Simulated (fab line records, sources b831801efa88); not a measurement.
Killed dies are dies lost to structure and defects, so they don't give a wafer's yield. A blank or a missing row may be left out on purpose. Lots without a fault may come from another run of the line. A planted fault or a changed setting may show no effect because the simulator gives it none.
Which tool did it? | flow sky130 | 24 lots, 72 wafers sampled, at 4 steps of a route of 708

WHAT THE GAUGES READ, wafer by wafer
SKY_CONTACT_THK_MEAS_26: measures by xrf.
lot  | measured     | on            | CONTACT_W_THK (nm)
L074 | day 31 21:16 | film_metro-01 | 346 335 342
L075 | day 32 06:25 | film_metro-03 | 350 347 354
L077 | day 33 03:02 | film_metro-03 | 352 341 355
L076 | day 33 08:39 | film_metro-03 | 357 357 347
L078 | day 33 16:26 | film_metro-01 | 356 353 352
L079 | day 33 16:52 | film_metro-01 | 346 349 358
L080 | day 34 01:10 | film_metro-03 | 351 346 344
L081 | day 34 11:26 | film_metro-01 | 344 341 343
L082 | day 34 21:49 | film_metro-02 | 344 342 341
L083 | day 35 03:50 | film_metro-02 | 350 343 348
L084 | day 35 10:50 | film_metro-03 | 348 346 339
L085 | day 35 23:04 | film_metro-01 | 338 342 348
L086 | day 36 03:26 | film_metro-02 | 342 348 345
L087 | day 36 09:17 | film_metro-01 | 334 334 338
L088 | day 36 17:53 | film_metro-01 | 343 342 344
L089 | day 36 23:59 | film_metro-01 | 349 343 341
L090 | day 37 09:32 | film_metro-03 | 354 350 354
L091 | day 37 14:40 | film_metro-02 | 348 352 344
L092 | day 37 21:25 | film_metro-03 | 345 345 345
L093 | day 38 00:34 | film_metro-03 | 343 354 339
L094 | day 38 06:40 | film_metro-01 | 351 342 341
L095 | day 38 13:50 | film_metro-03 | 343 346 350
L096 | day 38 18:02 | film_metro-02 | 345 339 340
L097 | day 39 09:35 | film_metro-03 | 339 343 344

SKY_VIA1_THK_MEAS_01.
lot  | measured     | on            | VIA1_HDPCVD_THK (nm)
L074 | day 33 01:08 | film_metro-02 | 1014 1034 1009
L075 | day 33 10:14 | film_metro-01 | 1037 1023 1031
L077 | day 34 05:00 | film_metro-01 | 1020 1016 1024
L076 | day 34 11:04 | film_metro-02 | 1038 1017 1020
L078 | day 34 17:16 | film_metro-01 | 1023 1019 1040
L079 | day 34 18:29 | film_metro-04 | 1045 1049 1038
L080 | day 35 02:36 | film_metro-04 | 1032 1010 1017
L081 | day 35 12:29 | film_metro-01 | 1039 1029 1036
L082 | day 36 01:24 | film_metro-02 | 1016 1008 1020
L083 | day 36 07:01 | film_metro-04 | 1019 1037 998
L084 | day 36 14:13 | film_metro-02 | 1010 1034 1016
L085 | day 37 02:17 | film_metro-01 | 1037 1021 1031
L086 | day 37 07:20 | film_metro-01 | 1033 1056 1056
L087 | day 37 12:53 | film_metro-04 | 1047 1057 1035
L088 | day 37 21:07 | film_metro-02 | 1016 1023 1023
L089 | day 38 03:20 | film_metro-02 | 1048 1051 1036
L090 | day 38 12:56 | film_metro-04 | 1027 1018 1016
L091 | day 38 17:44 | film_metro-04 | 1020 1030 1017
L092 | day 39 01:01 | film_metro-01 | 1033 1025 1037
L093 | day 39 03:24 | film_metro-01 | 1019 1010 1014
L094 | day 39 09:13 | film_metro-04 | 1012 1032 1027
L095 | day 39 15:59 | film_metro-01 | 1026 1030 1023
L096 | day 39 21:15 | film_metro-01 | 1023 1042 1038
L097 | day 40 12:37 | film_metro-02 | 1033 1038 1022

SKY_VIA1_RS_MEAS_22: measures by four-point-probe.
lot  | measured     | on            | VIA1_W_RS (ohm/sq)
L074 | day 34 03:43 | film_metro-01 | 0.433 0.427 0.434
L075 | day 34 11:36 | film_metro-04 | 0.422 0.422 0.418
L077 | day 35 06:28 | film_metro-04 | 0.423 0.429 0.425
L076 | day 35 12:05 | film_metro-02 | 0.426 0.430 0.427
L078 | day 35 18:16 | film_metro-02 | 0.426 0.430 0.428
L079 | day 35 19:46 | film_metro-01 | 0.431 0.432 0.434
L080 | day 36 05:43 | film_metro-01 | 0.423 0.432 0.425
L081 | day 36 15:52 | film_metro-01 | 0.421 0.421 0.423
L082 | day 37 02:37 | film_metro-01 | 0.436 0.424 0.425
L083 | day 37 10:31 | film_metro-04 | 0.433 0.419 0.433
L084 | day 37 17:21 | film_metro-04 | 0.433 0.426 0.428
L085 | day 38 04:46 | film_metro-01 | 0.425 0.429 0.431
L086 | day 38 09:34 | film_metro-01 | 0.429 0.425 0.429
L087 | day 38 15:23 | film_metro-02 | 0.429 0.432 0.429
L088 | day 39 00:19 | film_metro-04 | 0.421 0.432 0.424
L089 | day 39 05:53 | film_metro-02 | 0.423 0.426 0.432
L090 | day 39 15:36 | film_metro-04 | 0.417 0.416 0.421
L091 | day 39 20:42 | film_metro-04 | 0.421 0.432 0.433
L092 | day 40 06:37 | film_metro-02 | 0.431 0.429 0.431
L093 | day 40 07:46 | film_metro-01 | 0.425 0.422 0.425
L094 | day 40 12:04 | film_metro-01 | 0.423 0.417 0.429
L095 | day 40 18:03 | film_metro-04 | 0.430 0.428 0.431
L096 | day 40 23:02 | film_metro-02 | 0.428 0.427 0.433
L097 | day 41 14:13 | film_metro-04 | 0.424 0.432 0.424

SKY_VIA1_THK_MEAS_23: measures by xrf.
lot  | measured     | on            | VIA1_W_THK (nm)
L074 | day 34 03:50 | film_metro-01 | 271 272 269
L075 | day 34 11:43 | film_metro-04 | 281 280 285
L077 | day 35 06:34 | film_metro-04 | 273 270 274
L076 | day 35 12:10 | film_metro-02 | 275 271 273
L078 | day 35 18:23 | film_metro-02 | 273 271 272
L079 | day 35 19:53 | film_metro-01 | 270 270 269
L080 | day 36 05:50 | film_metro-01 | 274 267 272
L081 | day 36 15:58 | film_metro-01 | 274 274 272
L082 | day 37 02:44 | film_metro-01 | 268 275 273
L083 | day 37 10:37 | film_metro-04 | 273 283 275
L084 | day 37 17:26 | film_metro-04 | 273 278 275
L085 | day 38 04:52 | film_metro-01 | 272 272 269
L086 | day 38 09:41 | film_metro-01 | 273 273 272
L087 | day 38 15:30 | film_metro-02 | 270 267 269
L088 | day 39 00:25 | film_metro-04 | 278 272 277
L089 | day 39 05:59 | film_metro-02 | 274 273 270
L090 | day 39 15:43 | film_metro-04 | 282 283 280
L091 | day 39 20:49 | film_metro-04 | 278 272 272
L092 | day 40 06:44 | film_metro-02 | 271 273 269
L093 | day 40 07:52 | film_metro-01 | 275 276 277
L094 | day 40 12:11 | film_metro-01 | 277 280 273
L095 | day 40 18:10 | film_metro-04 | 272 274 271
L096 | day 40 23:09 | film_metro-02 | 273 274 269
L097 | day 41 14:19 | film_metro-04 | 277 272 277

WHICH TOOL RAN EACH LOT (tool, then ch and the chambers of the sampled wafers, then the start)
The record holds no process step before these readings.

WHAT THE TOOLS THEMSELVES READ (means of the sampled wafers that have a number; where no wafer has one, the mark that the record gives instead)
The record holds no such reading with a usual standard deviation.

THE ANSWER, worked out from the rows above alone
Rule: what is usual is taken from the lots themselves. Put in order of their means at a reading, lots are off if they are a third of the lots or fewer, leave a main group of 4 or more, and stand apart from it by a gap of 3 or more times the standard deviation of the main group's means; of several such gaps the widest counts. A main group whose means are all the same, to the digits that the tables above print for the reading, isn't used. A lot without any number at a reading at which 4 lots or more have one is off too. The other lots that the step has rows for count as sound. The gauges are gone through in route order, then the tools' own readings, and for those a lot's mean is taken as printed above. The first step at which some lot is off is used, and at that step the reading that is off furthest; a lot without a number counts as furthest.
No lot is off at any reading shown: from this, nothing can be told.

WHAT THE SIMULATOR HAD PUT IN
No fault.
